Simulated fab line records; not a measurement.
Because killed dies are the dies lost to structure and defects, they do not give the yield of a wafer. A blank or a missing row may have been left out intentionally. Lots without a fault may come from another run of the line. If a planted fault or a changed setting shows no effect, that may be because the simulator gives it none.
A sampling plan put to the test    flow gf180mcu    one fab line, 9 faults that these records tell of, each judged on the records of the lots that it struck
The plan consists of the line's own looks: route steps at which the wafer is read by a gauge or an inspection but not changed. A look is open to judgement when struck wafers have a number at it and the file gives its usual mean and standard deviation on fault-free wafers. Caught: at a look after the fault's first step, the mean of the struck wafers lies 4 or more of those standard deviations (sigma) from the usual mean. On the tool: the same test on the tool's own readings at the fault's steps. It also counts as caught if the struck wafers ran another recipe or if their record alone is blank.

THE FAULTS, as the simulator had put them in
1. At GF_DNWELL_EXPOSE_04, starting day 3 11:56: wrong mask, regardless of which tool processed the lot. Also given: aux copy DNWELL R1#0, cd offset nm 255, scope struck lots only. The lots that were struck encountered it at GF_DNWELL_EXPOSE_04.
2. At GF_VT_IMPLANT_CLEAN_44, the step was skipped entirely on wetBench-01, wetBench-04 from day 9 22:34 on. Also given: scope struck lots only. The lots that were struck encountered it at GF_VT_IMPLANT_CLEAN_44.
3. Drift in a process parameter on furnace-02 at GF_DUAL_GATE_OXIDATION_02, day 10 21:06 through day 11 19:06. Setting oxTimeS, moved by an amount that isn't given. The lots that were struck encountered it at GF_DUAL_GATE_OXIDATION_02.
4. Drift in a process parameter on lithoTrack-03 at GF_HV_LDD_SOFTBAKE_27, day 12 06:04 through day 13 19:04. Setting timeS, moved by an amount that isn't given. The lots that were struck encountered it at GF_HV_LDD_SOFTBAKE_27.
5. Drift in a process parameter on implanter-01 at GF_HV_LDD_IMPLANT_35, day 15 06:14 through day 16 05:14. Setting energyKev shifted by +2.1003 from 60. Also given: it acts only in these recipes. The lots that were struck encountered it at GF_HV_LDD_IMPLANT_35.
6. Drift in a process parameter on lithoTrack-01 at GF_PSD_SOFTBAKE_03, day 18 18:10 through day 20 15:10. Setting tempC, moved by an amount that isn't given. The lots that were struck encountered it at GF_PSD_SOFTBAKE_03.
7. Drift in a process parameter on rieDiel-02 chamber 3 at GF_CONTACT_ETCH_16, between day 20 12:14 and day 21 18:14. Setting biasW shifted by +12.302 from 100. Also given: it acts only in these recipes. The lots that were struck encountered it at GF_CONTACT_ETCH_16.
8. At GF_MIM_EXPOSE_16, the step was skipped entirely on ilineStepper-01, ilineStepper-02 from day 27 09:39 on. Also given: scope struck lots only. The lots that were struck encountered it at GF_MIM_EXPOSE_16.
9. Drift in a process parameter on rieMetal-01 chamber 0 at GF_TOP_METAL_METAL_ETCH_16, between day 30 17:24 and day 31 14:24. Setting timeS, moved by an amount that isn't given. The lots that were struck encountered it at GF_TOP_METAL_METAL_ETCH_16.

WHAT THE PLAN SAW
fault  on the tool itself                                first look that catches it                       reading, sigma  median hours from its first step to that look  hours from the fault's start to the first struck lot there  judged looks passed uncaught
1      no reading that can be judged                     none of the 3 looks that can be judged after it  -               -                                              -                                                           3
2      the tool's record is blank for the struck wafers  not the one look that can be judged after it     -               -                                              -                                                           1
3      under 2 sigma                                     no look after it can be judged                   -               -                                              -                                                           0
4      runLengthS +18 sigma                              no look after it can be judged                   -               -                                              -                                                           0
5      beamEnergyKeV +99 or beyond sigma                 not the one look that can be judged after it     -               -                                              -                                                           1
6      heaterPowerTotalW -14 sigma                       none of the 3 looks that can be judged after it  -               -                                              -                                                           3
7      biasW +40 sigma                                   not the one look that can be judged after it     -               -                                              -                                                           1
8      no reading that can be judged                     no look after it can be judged                   -               -                                              -                                                           0
9      runLengthS +10 sigma                              no look after it can be judged                   -               -                                              -                                                           0
A dash: the fault is not caught, or the number is missing from these records.

Caught at a look: 0 of 9. Caught on the tool: 6 of 9. By one or the other: 6 of 9.
Faults caught by the tool alone: 2, 4, 5, 6, 7, 9.
Caught by neither: faults 1, 3, 8.
